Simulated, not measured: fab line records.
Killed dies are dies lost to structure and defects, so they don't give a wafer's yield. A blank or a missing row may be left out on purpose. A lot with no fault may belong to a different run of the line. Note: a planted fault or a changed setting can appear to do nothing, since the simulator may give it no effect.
fab line records -- flow sky130
[record] lots = 13, wafers = 39, lastDay = 50
route steps=708 shown VT_ADJUST_NCORE@127 VT_ADJUST_HVTR@139 SONOS_ONO@169 POLY_GATE@224 PAD_OPEN@708
lots untouched by any fault: they come from a run of this same line in which no faults occurred
startH: start of the lot's first displayed wafer, in hours after the record's first day -- waitH: hours elapsed since this lot's preceding step -- " as in the row above -- L1.1+2: one row covering several wafers at once -- - no value present, or no start provided -- * or withheld: withheld -- < > ~ a bound
route shown NAME@n: names a module that has steps shown in the file, with the first one's number in the route -- usual: average and standard deviation across the fault-free wafers -- same: alike in all rows -- chamber/n: place in a boat -- sites: readings site by site -- _std_site: standard deviation across them -- _edge_site: mean of outer sites minus mean of inner sites -- radiusMm: how far each site lies from the wafer's centre -- mask NAME#n: copy n -- behind: the tool/chamber that last shaped the wafer -- hold: what put the lot on hold/how long, in hours/how the hold closed -- device: the n, p or np transistor that did not switch -- end of line: the tests these same wafers got at the end of their route -- a step without rows: its recipe alone -- killed: at the first sort, the dies lost to defects and structure; wafer yield is something else -- map: per-die view of a wafer (x killed, . not killed, _ where there is no die)
set.NAME: the run value of the setting; set.NAME@STEP: its run value at that earlier step -- model.NAME: the simulator's own value behind a step, which no gauge read
steps of the route over a sample of lots; a table a step, a row a wafer
services: when a tool's chamber went out of use (startH, in hours from the record's first day, below 0 if earlier), for how many hours, and the reason
[[steps]]
[step SKY_VT_ADJUST_NCORE_OVL_MEAS_08]
[usual] VT_ADJUST_NCORE_OVL = 0.2/1.2
lot.wafer,tool,chamber,startH,waitH,VT_ADJUST_NCORE_OVL[nm]
L166.4,overlay-01,-,187.12,0.1,1.6
L166.5,overlay-01,-,187.12,0.1,1.1
L166.6,overlay-01,-,187.12,0.1,0.4
L167.1,overlay-01,-,203.18,0.1,-0.9
L167.2,overlay-01,-,203.18,0.1,-1.7
L167.6,overlay-01,-,203.18,0.1,-1.0
L168.1,overlay-01,-,214.95,0.1,0.9
L168.4,overlay-01,-,214.95,0.1,-0.9
L168.6,overlay-01,-,214.95,0.1,-1.5
L170.2,overlay-02,-,219.36,0.1,0.3
L170.5,overlay-02,-,219.36,0.1,-0.3
L170.6,overlay-02,-,219.36,0.1,2.8
L169.4,overlay-01,-,220.06,0.1,2.3
L169.5,overlay-01,-,220.06,0.1,1.5
L169.6,overlay-01,-,220.06,0.1,1.5
L172.2,overlay-01,-,249.33,0.1,0.9
L172.4,overlay-01,-,249.33,0.1,1.6
L172.5,overlay-01,-,249.33,0.1,-0.4
L175.2,overlay-02,-,253.25,0.1,-0.9
L175.3,overlay-02,-,253.25,0.1,-0.3
L175.4,overlay-02,-,253.25,0.1,-1.1
L176.2,overlay-02,-,265.00,0.1,0.5
L176.3,overlay-02,-,265.00,0.1,-0.8
L176.5,overlay-02,-,265.00,0.1,0.6
L178.2,overlay-02,-,273.56,0.1,0.6
L178.4,overlay-02,-,273.56,0.1,0.0
L178.5,overlay-02,-,273.56,0.1,-1.1
L179.1,overlay-02,-,275.60,0.1,-0.3
L179.4,overlay-02,-,275.60,0.1,-1.5
L179.6,overlay-02,-,275.60,0.1,-0.7
L186.1,overlay-02,-,325.75,0.1,0.0
L186.3,overlay-02,-,325.75,0.1,2.0
L186.5,overlay-02,-,325.75,0.1,1.8
L187.2,overlay-01,-,331.53,0.1,-2.0
L187.3,overlay-01,-,331.53,0.1,1.2
L187.5,overlay-01,-,331.53,0.1,-1.0
L188.1,overlay-02,-,334.09,0.1,-0.5
L188.2,overlay-02,-,334.09,0.1,0.7
L188.4,overlay-02,-,334.09,0.1,0.1
[step SKY_VT_ADJUST_HVTR_OVL_MEAS_08]
[usual] VT_ADJUST_HVTR_OVL = 0.8/1.3
lot.wafer,tool,chamber,startH,waitH,VT_ADJUST_HVTR_OVL[nm]
L166.4,overlay-02,-,209.55,0.1,2.7
L166.5,overlay-02,-,209.55,0.1,1.4
L166.6,overlay-02,-,209.55,0.1,1.7
L167.1,overlay-01,-,225.35,0.1,3.4
L167.2,overlay-01,-,225.35,0.1,2.9
L167.6,overlay-01,-,225.35,0.1,3.1
L168.1,overlay-02,-,237.70,0.1,1.8
L168.4,overlay-02,-,237.70,0.1,0.4
L168.6,overlay-02,-,237.70,0.1,-1.2
L170.2,overlay-02,-,241.96,0.1,4.7
L170.5,overlay-02,-,241.96,0.1,2.1
L170.6,overlay-02,-,241.96,0.1,0.7
L169.4,overlay-02,-,243.22,0.1,-0.4
L169.5,overlay-02,-,243.22,0.1,0.1
L169.6,overlay-02,-,243.22,0.1,-0.2
L172.2,overlay-02,-,273.78,0.1,0.9
L172.4,overlay-02,-,273.78,0.1,0.7
L172.5,overlay-02,-,273.78,0.1,1.1
L175.2,overlay-02,-,278.18,0.1,1.8
L175.3,overlay-02,-,278.18,0.1,0.0
L175.4,overlay-02,-,278.18,0.1,0.6
L176.2,overlay-02,-,289.26,0.1,1.1
L176.3,overlay-02,-,289.26,0.1,0.7
L176.5,overlay-02,-,289.26,0.1,-0.5
L178.2,overlay-01,-,298.41,0.1,0.0
L178.4,overlay-01,-,298.41,0.1,1.5
L178.5,overlay-01,-,298.41,0.1,1.8
L179.1,overlay-01,-,301.30,0.1,1.4
L179.4,overlay-01,-,301.30,0.1,2.8
L179.6,overlay-01,-,301.30,0.1,2.3
L186.1,overlay-01,-,351.18,0.1,-0.4
L186.3,overlay-01,-,351.18,0.1,-0.6
L186.5,overlay-01,-,351.18,0.1,-2.0
L187.2,overlay-02,-,358.91,0.1,0.4
L187.3,overlay-02,-,358.91,0.1,0.6
L187.5,overlay-02,-,358.91,0.1,0.3
L188.1,overlay-01,-,361.70,0.1,1.1
L188.2,overlay-01,-,361.70,0.1,3.2
L188.4,overlay-01,-,361.70,0.1,2.4
[step SKY_SONOS_ONO_THK_MEAS_01]
[recipe] reads = SiO2_of_SONOS_ONO_OXIDATION_00
[usual] SONOS_ONO_OXIDATION_THK = 2.62/0.056
lot.wafer,tool,chamber,startH,waitH,SONOS_ONO_OXIDATION_THK[nm]
L166.4,filmMetro-02,-,258.29,0.0,2.64
L166.5,filmMetro-02,-,258.29,0.0,2.62
L166.6,filmMetro-02,-,258.29,0.0,2.65
L167.1,filmMetro-03,-,275.56,0.0,2.63
L167.2,filmMetro-03,-,275.56,0.0,2.62
L167.6,filmMetro-03,-,275.56,0.0,2.67
L168.1,filmMetro-02,-,289.23,0.0,2.63
L168.4,filmMetro-02,-,289.23,0.0,2.72
L168.6,filmMetro-02,-,289.23,0.0,2.76
L170.2,filmMetro-02,-,295.00,0.0,2.60
L170.5,filmMetro-02,-,295.00,0.0,2.58
L170.6,filmMetro-02,-,295.00,0.0,2.67
L169.4,filmMetro-01,-,295.02,0.0,2.67
L169.5,filmMetro-01,-,295.02,0.0,2.66
L169.6,filmMetro-01,-,295.02,0.0,2.61
L172.2,filmMetro-02,-,326.59,0.0,2.64
L172.4,filmMetro-02,-,326.59,0.0,2.55
L172.5,filmMetro-02,-,326.59,0.0,2.58
L175.2,filmMetro-03,-,331.51,0.0,2.60
L175.3,filmMetro-03,-,331.51,0.0,2.63
L175.4,filmMetro-03,-,331.51,0.0,2.51
L176.2,filmMetro-01,-,343.69,0.1,2.56
L176.3,filmMetro-01,-,343.69,0.1,2.58
L176.5,filmMetro-01,-,343.69,0.1,2.55
L178.2,filmMetro-01,-,350.82,0.0,2.64
L178.4,filmMetro-01,-,350.82,0.0,2.66
L178.5,filmMetro-01,-,350.82,0.0,2.60
L179.1,filmMetro-03,-,354.56,0.0,2.56
L179.4,filmMetro-03,-,354.56,0.0,2.63
L179.6,filmMetro-03,-,354.56,0.0,2.63
L186.1,filmMetro-03,-,411.48,0.0,2.65
L186.3,filmMetro-03,-,411.48,0.0,2.68
L186.5,filmMetro-03,-,411.48,0.0,2.73
L187.2,filmMetro-02,-,419.75,0.0,2.69
L187.3,filmMetro-02,-,419.75,0.0,2.63
L187.5,filmMetro-02,-,419.75,0.0,2.62
L188.1,filmMetro-02,-,422.48,0.0,2.65
L188.2,filmMetro-02,-,422.48,0.0,2.58
L188.4,filmMetro-02,-,422.48,0.0,2.65
[step SKY_POLY_GATE_EXPOSE_10]
[recipe] maskId = P1M, na = 0.68, sourceShape = conventional, sigmaOuter = 0.6, targetCdNm = 150, doseMj = 28
[usual] stageVelMmS = 499.92/0.23
[same] sigmaOuter = 0.6
lot.wafer,tool,chamber,startH,waitH,mask,stageVelMmS
L166.4,krfScanner-01,0,361.26,-,P1M#0,499.79
L166.5,krfScanner-01,0,361.26,-,P1M#0,499.86
L166.6,krfScanner-01,0,361.26,-,P1M#0,500.35
L167.1,krfScanner-01,0,378.51,-,P1M#0,499.50
L167.2,krfScanner-01,0,378.51,-,P1M#0,500.12
L167.6,krfScanner-01,0,378.51,-,P1M#0,499.80
L168.1,krfScanner-01,0,393.48,-,P1M#0,499.79
L168.4,krfScanner-01,0,393.48,-,P1M#0,499.68
L168.6,krfScanner-01,0,393.48,-,P1M#0,499.77
L169.4,krfScanner-01,0,400.03,-,P1M#0,500.06
L169.5,krfScanner-01,0,400.03,-,P1M#0,499.92
L169.6,krfScanner-01,0,400.03,-,P1M#0,499.69
L170.2,krfScanner-01,0,400.38,-,P1M#0,500.06
L170.5,krfScanner-01,0,400.38,-,P1M#0,500.08
L170.6,krfScanner-01,0,400.38,-,P1M#0,500.12
L172.2,krfScanner-01,0,439.63,-,P1M#0,499.73
L172.4,krfScanner-01,0,439.63,-,P1M#0,499.49
L172.5,krfScanner-01,0,439.63,-,P1M#0,499.54
L175.2,krfScanner-02,0,447.18,-,P1M#0,499.69
L175.3,krfScanner-02,0,447.18,-,P1M#0,500.03
L175.4,krfScanner-02,0,447.18,-,P1M#0,499.73
L176.2,krfScanner-02,0,459.08,-,P1M#0,500.06
L176.3,krfScanner-02,0,459.08,-,P1M#0,500.39
L176.5,krfScanner-02,0,459.08,-,P1M#0,500.20
L178.2,krfScanner-02,0,462.99,-,P1M_R1#0,499.88
L178.4,krfScanner-02,0,462.99,-,P1M_R1#0,499.64
L178.5,krfScanner-02,0,462.99,-,P1M_R1#0,499.55
L179.1,krfScanner-02,0,467.86,-,P1M#0,499.97
L179.4,krfScanner-02,0,467.86,-,P1M#0,499.77
L179.6,krfScanner-02,0,467.86,-,P1M#0,499.97
L186.1,krfScanner-02,0,526.80,-,P1M#0,500.28
L186.3,krfScanner-02,0,526.80,-,P1M#0,500.52
L186.5,krfScanner-02,0,526.80,-,P1M#0,499.85
L187.2,krfScanner-02,0,543.30,-,P1M#0,500.17
L187.3,krfScanner-02,0,543.30,-,P1M#0,500.16
L187.5,krfScanner-02,0,543.30,-,P1M#0,500.04
L188.1,krfScanner-01,0,544.20,-,P1M#0,499.89
L188.2,krfScanner-01,0,544.20,-,P1M#0,499.81
L188.4,krfScanner-01,0,544.20,-,P1M#0,499.80
[step SKY_POLY_GATE_CD_MEAS_13]
[recipe] targetCdNm = 150
[usual] cdNm = 149.8/1.4
lot.wafer,tool,chamber,startH,waitH,cdNm
L166.4,cdSem-02,-,374.64,-,149.4
L166.5,cdSem-02,-,374.64,-,148.5
L166.6,cdSem-02,-,374.64,-,149.6
L167.1,cdSem-02,-,392.51,-,152.6
L167.2,cdSem-02,-,392.51,-,151.7
L167.6,cdSem-02,-,392.51,-,151.1
L168.1,cdSem-01,-,406.72,-,152.8
L168.4,cdSem-01,-,406.72,-,152.1
L168.6,cdSem-01,-,406.72,-,150.5
L169.4,cdSem-02,-,413.78,-,148.9
L169.5,cdSem-02,-,413.78,-,147.0
L169.6,cdSem-02,-,413.78,-,147.8
L170.2,cdSem-01,-,414.89,-,150.9
L170.5,cdSem-01,-,414.89,-,149.4
L170.6,cdSem-01,-,414.89,-,149.4
L172.2,cdSem-01,-,455.53,-,149.5
L172.4,cdSem-01,-,455.53,-,149.5
L172.5,cdSem-01,-,455.53,-,151.0
L175.2,cdSem-01,-,462.19,-,148.8
L175.3,cdSem-01,-,462.19,-,149.1
L175.4,cdSem-01,-,462.19,-,148.3
L176.2,cdSem-01,-,472.60,-,150.6
L176.3,cdSem-01,-,472.60,-,149.4
L176.5,cdSem-01,-,472.60,-,149.2
L178.2,cdSem-01,-,477.75,-,160.0
L178.4,cdSem-01,-,477.75,-,159.4
L178.5,cdSem-01,-,477.75,-,160.0
L179.1,cdSem-02,-,483.76,-,152.9
L179.4,cdSem-02,-,483.76,-,152.5
L179.6,cdSem-02,-,483.76,-,152.9
L186.1,cdSem-02,-,540.52,-,149.5
L186.3,cdSem-02,-,540.52,-,150.7
L186.5,cdSem-02,-,540.52,-,149.4
L187.2,cdSem-02,-,557.93,-,148.5
L187.3,cdSem-02,-,557.93,-,149.0
L187.5,cdSem-02,-,557.93,-,149.1
L188.1,cdSem-02,-,558.87,-,150.3
L188.2,cdSem-02,-,558.87,-,149.5
L188.4,cdSem-02,-,558.87,-,149.1
[step SKY_PAD_OPEN_PROBE_99]
[usual] killed_at_M0_to_M3 = 44/6.8, killed_at_M4_up = 3.1/1.8, killedAtContacts = 25/5.2, killedAtFrontEnd = 15/4.1, killedAtOther = 0.3/0.62, killedDies = 88/9.4, killedOnRim = 17/3.7, killedOpen = 48/7.1, killedShort = 40/6.1
[same] grossDies = 492, killedAtBackSide = 0
lot.wafer,tool,chamber,startH,waitH,killed_at_M0_to_M3,killed_at_M4_up,killedAtContacts,killedAtFrontEnd,killedAtOther,killedDies,killedOnRim,killedOpen,killedShort
L176.2,prober-02,-,1146.65,0.1,42,1,22,17,0,82,17,51,31
L176.3,prober-02,-,1146.70,0.2,36,2,20,10,0,68,13,39,29
L176.5,prober-02,-,1146.80,0.2,45,2,20,12,0,79,14,37,42
L178.2,prober-01,-,1151.68,0.1,40,2,23,17,0,82,8,41,41
L178.4,prober-01,-,1151.78,0.2,46,0,36,13,1,96,16,52,44
L178.5,prober-01,-,1151.83,0.2,37,4,32,11,1,85,18,48,37
L179.1,prober-02,-,1152.55,0.1,48,2,26,14,0,90,13,54,36
L179.4,prober-02,-,1152.70,0.2,52,3,29,12,0,96,21,49,47
L179.6,prober-02,-,1152.80,0.2,35,2,23,10,0,70,8,42,27
L186.1,prober-01,-,1185.38,0.1,44,4,21,14,0,83,16,50,32
L186.3,prober-01,-,1185.48,0.2,41,1,17,23,0,82,13,47,35
L186.5,prober-01,-,1185.58,0.2,47,7,23,16,0,93,19,59,34
L187.2,prober-01,-,1192.05,0.1,36,2,25,21,2,86,18,46,39
L187.3,prober-01,-,1192.10,0.2,42,2,26,18,3,91,13,52,38
L187.5,prober-01,-,1192.20,0.2,36,4,26,16,0,82,10,47,35
L188.1,prober-01,-,1198.64,0.1,43,4,16,25,0,88,14,39,49
L188.2,prober-01,-,1198.69,0.1,41,3,36,16,0,96,13,54,42
L188.4,prober-01,-,1198.79,0.2,46,6,25,13,0,90,16,40,48
// killed by level:class
L176.2 VIA1:geometricParticle:open=13 CONTACT:geometricParticle:open=8 FIELD_ISO:geometricParticle:short=6 LI_CONTACT:geometricParticle:open=6 METAL1:geometricParticle:short=6 VIA2:geometricParticle:open=6 VIA3:geometricParticle:open=6 FIELD_ISO:geometricParticle:open=5
L176.3 VIA1:geometricParticle:open=11 CONTACT:geometricParticle:open=6 VIA3:geometricParticle:open=6 LOCAL_INTERCONNECT:geometricParticle:short=5 VIA2:geometricParticle:open=5 VIA3:geometricParticle:short=4 LI_CONTACT:geometricParticle:open=3 CONTACT:geometricParticle:short=3
L176.5 VIA1:geometricParticle:open=9 METAL1:geometricParticle:short=7 VIA1:geometricParticle:short=6 CONTACT:geometricParticle:open=6 CONTACT:geometricParticle:short=6 VIA3:geometricParticle:open=6 METAL2:geometricParticle:short=4 VIA2:geometricParticle:open=4
L178.2 CONTACT:geometricParticle:open=12 METAL2:geometricParticle:short=9 LI_CONTACT:geometricParticle:open=7 METAL1:geometricParticle:short=7 VIA3:geometricParticle:short=6 FIELD_ISO:geometricParticle:short=5 POLY_GATE:geometricParticle:open=5 VIA1:geometricParticle:short=5
L178.4 CONTACT:geometricParticle:open=18 VIA1:geometricParticle:short=10 LI_CONTACT:geometricParticle:open=6 CONTACT:geometricParticle:short=6 VIA1:geometricParticle:open=6 METAL1:geometricParticle:short=6 VIA2:geometricParticle:open=6 LOCAL_INTERCONNECT:geometricParticle:short=5
L178.5 CONTACT:geometricParticle:open=10 VIA1:geometricParticle:open=8 CONTACT:geometricParticle:short=7 LI_CONTACT:geometricParticle:open=6 LOCAL_INTERCONNECT:geometricParticle:short=6 METAL1:geometricParticle:short=6 VIA3:geometricParticle:open=6 POLY_GATE:geometricParticle:open=3
L179.1 VIA1:geometricParticle:open=15 CONTACT:geometricParticle:open=10 LI_CONTACT:geometricParticle:open=8 METAL1:geometricParticle:short=7 VIA3:geometricParticle:open=7 CONTACT:geometricParticle:short=5 FIELD_ISO:geometricParticle:short=4 METAL2:geometricParticle:short=4
L179.4 CONTACT:geometricParticle:short=11 CONTACT:geometricParticle:open=10 VIA1:geometricParticle:open=10 VIA2:geometricParticle:open=10 METAL2:geometricParticle:short=6 FIELD_ISO:geometricParticle:short=5 LI_CONTACT:geometricParticle:open=5 VIA2:geometricParticle:short=5
L179.6 VIA1:geometricParticle:open=10 FIELD_ISO:geometricParticle:open=7 VIA2:geometricParticle:open=6 LI_CONTACT:geometricParticle:open=5 CONTACT:geometricParticle:open=5 LOCAL_INTERCONNECT:geometricParticle:short=4 CONTACT:geometricParticle:short=4 VIA3:geometricParticle:short=4
L186.1 VIA1:geometricParticle:open=12 VIA2:geometricParticle:open=8 CONTACT:geometricParticle:open=7 FIELD_ISO:geometricParticle:short=5 LI_CONTACT:geometricParticle:open=5 LOCAL_INTERCONNECT:geometricParticle:short=5 VIA3:geometricParticle:open=5 METAL1:geometricParticle:short=4
L186.3 VIA1:geometricParticle:open=8 FIELD_ISO:geometricParticle:short=7 POLY_GATE:geometricParticle:open=7 METAL2:geometricParticle:short=7 VIA3:geometricParticle:open=7 LI_CONTACT:geometricParticle:open=6 VIA2:geometricParticle:open=6 CONTACT:geometricParticle:open=5
L186.5 VIA1:geometricParticle:open=13 VIA2:geometricParticle:open=11 LI_CONTACT:geometricParticle:open=7 CONTACT:geometricParticle:short=6 VIA3:geometricParticle:open=6 FIELD_ISO:geometricParticle:short=5 CONTACT:geometricParticle:open=5 METAL2:geometricParticle:short=5
L187.2 CONTACT:geometricParticle:open=12 VIA1:geometricParticle:open=8 FIELD_ISO:geometricParticle:short=6 FIELD_ISO:geometricParticle:open=6 VIA2:geometricParticle:open=6 METAL2:geometricParticle:short=5 POLY_GATE:geometricParticle:open=4 LOCAL_INTERCONNECT:geometricParticle:short=4
L187.3 VIA1:geometricParticle:open=10 FIELD_ISO:geometricParticle:open=9 CONTACT:geometricParticle:open=9 VIA2:geometricParticle:open=6 VIA3:geometricParticle:open=6 VIA3:geometricParticle:short=6 LI_CONTACT:geometricParticle:open=5 LOCAL_INTERCONNECT:geometricParticle:short=5
L187.5 VIA1:geometricParticle:open=9 CONTACT:geometricParticle:open=8 VIA2:geometricParticle:open=7 VIA1:geometricParticle:short=6 POLY_GATE:geometricParticle:open=5 LI_CONTACT:geometricParticle:open=5 LOCAL_INTERCONNECT:geometricParticle:short=5 POLY_GATE:geometricParticle:short=4
L188.1 METAL2:geometricParticle:short=9 FIELD_ISO:geometricParticle:open=8 VIA1:geometricParticle:open=7 VIA1:geometricParticle:short=7 CONTACT:geometricParticle:short=5 CONTACT:geometricParticle:open=5 VIA3:geometricParticle:open=5 FIELD_ISO:geometricParticle:short=4
L188.2 CONTACT:geometricParticle:open=13 LI_CONTACT:geometricParticle:open=9 VIA1:geometricParticle:open=8 VIA2:geometricParticle:open=7 FIELD_ISO:geometricParticle:short=6 POLY_GATE:geometricParticle:open=6 LOCAL_INTERCONNECT:geometricParticle:short=5 METAL1:geometricParticle:short=5
L188.4 METAL1:geometricParticle:short=12 VIA1:geometricParticle:open=10 LOCAL_INTERCONNECT:geometricParticle:short=9 CONTACT:geometricParticle:open=7 CONTACT:geometricParticle:short=6 FIELD_ISO:geometricParticle:open=5 VIA2:geometricParticle:open=4 METAL1:geometricParticle:open=4
[[services]]
tool,chamber,startH,hours,kind
krfScanner-02,-,349.95,4.4,pm
krfScanner-01,-,355.33,1.0,pm
krfScanner-01,-,372.39,0.5,repair
krfScanner-02,-,378.25,1.3,pm
krfScanner-02,-,399.05,4.6,repair
krfScanner-01,0,399.18,-,calibration
krfScanner-02,-,402.31,0.7,repair
krfScanner-02,0,407.76,-,calibration
krfScanner-01,-,450.99,0.8,pm
krfScanner-01,-,462.39,1.3,pm
krfScanner-02,-,477.67,0.8,pm
krfScanner-02,-,492.85,1.2,repair
krfScanner-01,-,498.66,0.2,repair
krfScanner-02,-,499.91,1.0,pm
krfScanner-01,-,524.33,1.0,pm
[[key]]
[firstSign] step = SKY_POLY_GATE_EXPOSE_10, reading = mask, direction = changed
[effect] step = SKY_POLY_GATE_CD_MEAS_13, reading = cdNm, direction = up, sigmas = 7.1, usual = 149.8, struck = 159.8
metAt SKY_POLY_GATE_EXPOSE_10
struckLots L178
testerLeftOut L178
notActingAt SKY_VT_ADJUST_NCORE_OVL_MEAS_08,SKY_VT_ADJUST_HVTR_OVL_MEAS_08,SKY_SONOS_ONO_THK_MEAS_01
onsetBetween 459.08 462.99
[fault] kind = wrongMask, tool = any, chamber = -, onsetH = 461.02, steps = SKY_POLY_GATE_EXPOSE_10, auxCopy = P1M_R1#0, cdOffsetNm = 11, scope = struckLotsOnly
// testerLeftOut: of these lots the tester's yield and bins aren't shown, on N5 and GAA mostly nor the transistor test; their killed dies are dies lost to structure and defects alone, not to doping, threshold or leakage, so they don't give the yield
